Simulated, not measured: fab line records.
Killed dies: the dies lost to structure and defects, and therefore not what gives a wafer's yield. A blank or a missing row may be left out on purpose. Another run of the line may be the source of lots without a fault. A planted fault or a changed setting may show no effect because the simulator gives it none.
Which tool was responsible? | flow sky130 | 13 lots, 39 wafers sampled, at 2 steps of a route of 708

## WHAT THE GAUGES SHOWED, per wafer
SKY_METAL3_OVL_MEAS_14. Usual: METAL3_OVL 2 nm, standard deviation 4.8.
lot  | measured     | on         | METAL3_OVL (nm) | flag
L668 | day 38 22:58 | overlay-02 | 7 8 3           | 
L670 | day 39 05:30 | overlay-01 | 3 1 1           | 
L671 | day 40 03:27 | overlay-02 | -2 5 1          | 
L674 | day 40 23:56 | overlay-02 | 0 -2 2          | 
L675 | day 41 07:52 | overlay-01 | 4 3 13          | 
L676 | day 41 11:17 | overlay-01 | -5 0 0          | 
L677 | day 41 18:34 | overlay-01 | 0 6 1           | 
L682 | day 43 00:14 | overlay-01 | -4 -3 -2        | 
L684 | day 43 13:37 | overlay-02 | 1 -5 1          | 
L685 | day 44 00:23 | overlay-02 | 15 13 10        | 
L688 | day 44 16:15 | overlay-02 | -2 2 -6         | 
L689 | day 44 18:53 | overlay-01 | 5 8 9           | 
L690 | day 45 00:35 | overlay-01 | -1 -3 2         | 

SKY_VIA3_BOW_MEAS_03. Usual: VIA3_BOW 78 um, standard deviation 7.
lot  | measured     | on           | VIA3_BOW (um) | flag
L668 | day 39 00:32 | filmMetro-04 | 79 78 71      | 
L670 | day 39 07:20 | filmMetro-02 | 74 81 76      | 
L671 | day 40 04:56 | filmMetro-03 | 65 72 76      | 
L674 | day 41 01:25 | filmMetro-02 | 69 77 82      | 
L675 | day 41 09:22 | filmMetro-04 | 83 79 73      | 
L676 | day 41 12:55 | filmMetro-03 | 81 73 71      | 
L677 | day 41 20:13 | filmMetro-04 | 78 83 69      | 
L682 | day 43 01:52 | filmMetro-04 | 77 76 88      | 
L684 | day 43 15:19 | filmMetro-03 | 85 86 82      | 
L685 | day 44 02:20 | filmMetro-04 | 72 71 72      | 
L688 | day 44 17:46 | filmMetro-02 | 87 94 78      | 
L689 | day 44 20:39 | filmMetro-04 | 70 69 74      | 
L690 | day 45 02:20 | filmMetro-03 | 78 70 68      | 

## TOOL THAT RAN EACH LOT (tool first, then ch and the chambers of the sampled wafers, then the start)
The record holds no process step before these readings.

## AS READ BY THE TOOLS THEMSELVES (means over the sampled wafers that have a number; for cases with no such wafer, the mark the record gives instead)
The record holds no such reading with a usual standard deviation.

## THE ANSWER, worked out from the rows above alone
Rule: take the mean of a lot's wafers that have a number; if it is more than 3 standard deviations from the usual mean, the lot is off. A lot without any number at a reading at which 4 lots or more have one is off too. The other lots that the step has rows for count as sound. After the gauges, taken in route order, come the tools' own readings; for these a lot's mean is taken, as printed above. At the first step where some lot is off, the reading lying furthest off is the one used; lots without a number count as furthest.
Across all readings shown, no lot is off: no conclusion can be drawn from this.

## WHAT THE SIMULATOR HAD PUT IN
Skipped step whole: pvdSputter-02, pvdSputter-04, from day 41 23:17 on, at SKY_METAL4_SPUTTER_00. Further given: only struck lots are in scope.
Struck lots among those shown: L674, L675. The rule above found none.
